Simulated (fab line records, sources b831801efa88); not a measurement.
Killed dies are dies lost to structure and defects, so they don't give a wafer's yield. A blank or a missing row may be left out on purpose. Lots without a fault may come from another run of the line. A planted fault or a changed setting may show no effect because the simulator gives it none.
Which tool did it? | flow gf180mcu | 6 lots, 18 wafers sampled, at 3 steps of a route of 602

WHAT THE GAUGES READ, wafer by wafer
GF_HV_LDD_TW_MEAS_50.
lot  | measured     | on            | HV_LDD_4_TW
L989 | day 12 22:57 | film_metro-03 | 557 553 556
L991 | day 13 22:40 | film_metro-01 | 573 574 576
L996 | day 15 10:11 | film_metro-02 | 572 568 571
L997 | day 15 19:31 | film_metro-01 | 573 567 570
L100 | day 16 21:02 | film_metro-02 | 569 572 573
L105 | day 18 16:13 | film_metro-01 | 703 705 705

WHICH TOOL RAN EACH LOT (tool, then ch and the chambers of the sampled wafers, then the start)
lot  | GF_HV_LDD_IMPLANT_48            | GF_HV_LDD_STRIP_49
L989 | implanter-01 ch 0, day 12 22:43 | plasma_asher-02 ch 0,1, day 12 22:50
L991 | implanter-01 ch 0, day 13 22:25 | plasma_asher-03 ch 0, day 13 22:34
L996 | implanter-04 ch 0, day 15 09:56 | plasma_asher-02 ch 0,1, day 15 10:05
L997 | implanter-04 ch 0, day 15 19:17 | plasma_asher-02 ch 0,1, day 15 19:25
L100 | implanter-04 ch 0, day 16 20:47 | plasma_asher-01 ch 1, day 16 20:56
L105 | implanter-02 ch 0, day 18 15:59 | plasma_asher-02 ch 0, day 18 16:06
- GF_HV_LDD_IMPLANT_48
- GF_HV_LDD_STRIP_49: strips in O2/N2.

THE ANSWER, worked out from the rows above alone
Rule: what is usual is taken from the lots themselves. Put in order of their means at a reading, lots are off if they are a third of the lots or fewer, leave a main group of 4 or more, and stand apart from it by a gap of 3 or more times the standard deviation of the main group's means; of several such gaps the widest counts. A main group whose means are all the same, to the digits that the tables above print for the reading, isn't used. A lot without any number at a reading at which 4 lots or more have one is off too. The other lots that the step has rows for count as sound.
Off: L105, at GF_HV_LDD_TW_MEAS_50 (HV_LDD_4_TW). The main group: mean 568, standard deviation 6.6.
A tool fits if, at a process step before that reading, it ran every lot that is off, and no sound lot after the first of them. The gauges at GF_HV_LDD_TW_MEAS_50 are tried like those tools. Can't be told from this: 3 tools fit, implanter-02 at GF_HV_LDD_IMPLANT_48, plasma_asher-02 at GF_HV_LDD_STRIP_49, film_metro-01 at GF_HV_LDD_TW_MEAS_50.

WHAT THE SIMULATOR HAD PUT IN
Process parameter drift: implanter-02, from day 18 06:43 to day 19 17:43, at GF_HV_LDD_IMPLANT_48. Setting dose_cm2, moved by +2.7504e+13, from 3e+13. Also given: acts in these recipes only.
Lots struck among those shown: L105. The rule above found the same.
